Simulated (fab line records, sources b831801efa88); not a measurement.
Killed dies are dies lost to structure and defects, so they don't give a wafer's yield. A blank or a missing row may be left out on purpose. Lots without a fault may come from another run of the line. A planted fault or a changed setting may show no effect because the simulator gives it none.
One fault seen from 2 desks | flow sky130 | each desk has only its own numbers; what lay behind them comes last

THE TOOL OWNER'S DESK: implanter-01
The tool's own readings at SKY_POLY_GATE_IMPLANT_02: means of the sampled wafers that have a number, for each lot that ran on this tool. A lot is out of limits, marked OUT, if its mean lies more than 4 standard deviations from the usual mean; the brackets give that distance.
Columns: A = beam_on_s at SKY_POLY_GATE_IMPLANT_02, usual 37.1 s; B = dose_ions_cm2 at SKY_POLY_GATE_IMPLANT_02, usual 7.699e+15; C = tilt_deg at SKY_POLY_GATE_IMPLANT_02, usual 0.000 degrees
lot  | first seen here | A               | B                           | C
L696 | day 15 22:11    | 37.8            | 7.709e+15                   | -0.006
L701 | day 17 17:50    | 39.4            | 7.689e+15                   | 0.002
L705 | day 19 00:27    | 39.2            | 7.698e+15                   | -0.007
L708 | day 20 09:14    | 17.4 (-7.9) OUT | 3.431e+15 (-99 or more) OUT | -0.007
L709 | day 20 23:11    | 17.4 (-7.9) OUT | 3.427e+15 (-99 or more) OUT | 0.001
L715 | day 23 14:00    | 39.4            | 7.703e+15                   | 0.005
This desk's finding: out of limits on L708, L709; first on L708, day 20 09:14 (beam_on_s at SKY_POLY_GATE_IMPLANT_02). In limits: L696, L701, L705, L715.

THE METROLOGY DESK
What the gauges read, lot by lot, whatever tool the lot ran on: means of the sampled wafers that have a number. A lot is out of limits, marked OUT, if its mean lies more than 4 standard deviations from the usual mean; the brackets give that distance.
Columns: A = POLY_GATE_CVD_00_THK at SKY_POLY_GATE_THK_MEAS_01, usual 180.8 nm; B = POLY_GATE_TW at SKY_RES_PROTECT_TW_MEAS_08, usual 4053
lot  | first seen here | A     | B
L696 | day 14 18:18    | 182.5 | 4048
L699 | day 15 17:50    | 179.3 | 4058
L700 | day 16 04:07    | 179.4 | 4037
L701 | day 16 13:22    | 179.1 | 4064
L705 | day 17 18:26    | 178.1 | 4075
L708 | day 19 02:33    | 182.5 | 3766 (-9.6) OUT
L709 | day 19 15:56    | 179.3 | 3782 (-9.0) OUT
L712 | day 20 16:53    | 181.4 | 4049
L717 | day 22 07:17    | 180.4 | 4071
L715 | day 22 08:30    | 181.4 | 4101
L716 | day 22 09:41    | 181.1 | 4068
This desk's finding: out of limits on L708, L709; first on L708, day 20 09:29 (POLY_GATE_TW at SKY_RES_PROTECT_TW_MEAS_08). In limits: L696, L699, L700, L701, L705, L712, L717, L715, L716.

PUT TOGETHER
The tool owner's desk could have raised an alarm at day 20 09:14, on L708, L709.
The metrology desk could have raised an alarm at day 20 09:29, on L708, L709.
Of the lots named, all ran SKY_POLY_GATE_IMPLANT_02 on implanter-01.

WHAT THE SIMULATOR HAD PUT IN
Process parameter drift: implanter-01, from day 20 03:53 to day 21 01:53, at SKY_POLY_GATE_IMPLANT_02. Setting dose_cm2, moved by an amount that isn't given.
Lots struck among those shown: L708, L709.
Hours from the fault's start to each desk's first reading out of limits: the tool owner's desk, 5; the metrology desk, 6.
